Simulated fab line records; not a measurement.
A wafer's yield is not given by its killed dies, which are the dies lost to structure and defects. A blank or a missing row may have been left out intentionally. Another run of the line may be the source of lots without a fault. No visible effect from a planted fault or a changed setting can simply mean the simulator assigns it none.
A lot that was struck, set against a sound lot | flow sky130 | 17 out of 708 route steps
Sound: the wafers L644.1, L644.4, L644.5. The struck wafers were L648.1, L648.2, L648.5. The cause comes at the end.
At each step with rows: each side's tool, then ch and its chambers, then its first start. Under that, the readings that differ: sound wafers | struck wafers | difference of the means | sigmas: that difference in standard deviations of wafers without a fault.
alike: words and numbers the same on both sides, and readings whose means are apart by under 2 such deviations; not compared: readings that were withheld, readings missing a value for some wafer, numbers with overlapping values and no deviation given by the record, and bounds like >300 which may hide the same value.
A row with sigmas, a row that says differs or no value, or rows on one side alone: a step with any of these is where the two part. Numbers that don't overlap but have no deviation are shown without sigmas and don't part them. A reading missing from all wafers of one side parts the sides only when that side holds two or more wafers.

SKY_LDD_HVP_STRIP_09: strips in O2/N2.
  sound on plasma-asher-02 ch 0,1, day 24 06:35; struck on plasma-asher-03 ch 0,1, day 25 23:11
  alike: drypump-motor-current-A, oes-product-au, strip-time-to-endpoint-s
  not compared: rf-hours-counter-h
SKY_LDD_HVP_TW_MEAS_10:
  sound on film-metro-03, day 24 06:41; struck on film-metro-04, day 25 23:17
  alike: LDD_HVP_TW
then, 7 steps without rows for these wafers: SKY_LDD_LDN_DEHYDRATE_00 (time 60 s); SKY_LDD_LDN_HMDS_01 (prime time 60 s); SKY_LDD_LDN_COAT_02 (resist thk 1140 nm); SKY_LDD_LDN_SOFTBAKE_03 (time 60 s); SKY_LDD_LDN_EXPOSE_04 (exposes mask LDNTM, target cd 700 nm); SKY_LDD_LDN_PEB_05; SKY_LDD_LDN_DEVELOP_06 (develop time 60 s).
SKY_LDD_LDN_OVL_MEAS_07:
  sound on overlay-02, day 25 12:29; struck on overlay-01, day 27 04:33
  alike: LDD_LDN_OVL
then, 2 steps without rows for these wafers: SKY_LDD_LDN_IMPLANT_08; SKY_LDD_LDN_IMPLANT_09.
SKY_LDD_LDN_IMPLANT_10:
  struck on implanter-01, day 27 04:53; sound on implanter-03 ch 0, day 25 12:49
  no value came back on the struck wafers for beam-energy-keV, beam-on-s (s); on the sound wafers beam-energy-keV reads 15.001 15.009 15.004
following that, these wafers have no rows for 1 step: SKY_LDD_LDN_IMPLANT_11.
SKY_LDD_LDN_STRIP_12: strips in O2/N2.
  sound on plasma-asher-02 ch 0,1, day 25 13:07; struck on plasma-asher-02 ch 0,1, day 27 05:11
  alike: drypump-motor-current-A, oes-product-au, strip-time-to-endpoint-s
  not compared: rf-hours-counter-h
SKY_LDD_LDN_TW_MEAS_13:
  sound on film-metro-02, day 25 13:13; struck on film-metro-03, day 27 05:17
  reading    | sound          | struck         | difference | sigmas
  LDD_LDN_TW | 1473 1474 1473 | 1348 1336 1344 | -131       | -13
then, 1 step without rows for these wafers: SKY_LDD_LDN_CLEAN_14 (cleans in SC1/SC2, time 150 s).

== WHERE THEY PART ==
First at SKY_LDD_LDN_IMPLANT_10; last, within this record, at SKY_LDD_LDN_TW_MEAS_13.

WHY: what had been put in by the simulator
At SKY_LDD_LDN_IMPLANT_10, the step was skipped entirely on implanter-01 from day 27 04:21 on. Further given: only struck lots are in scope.
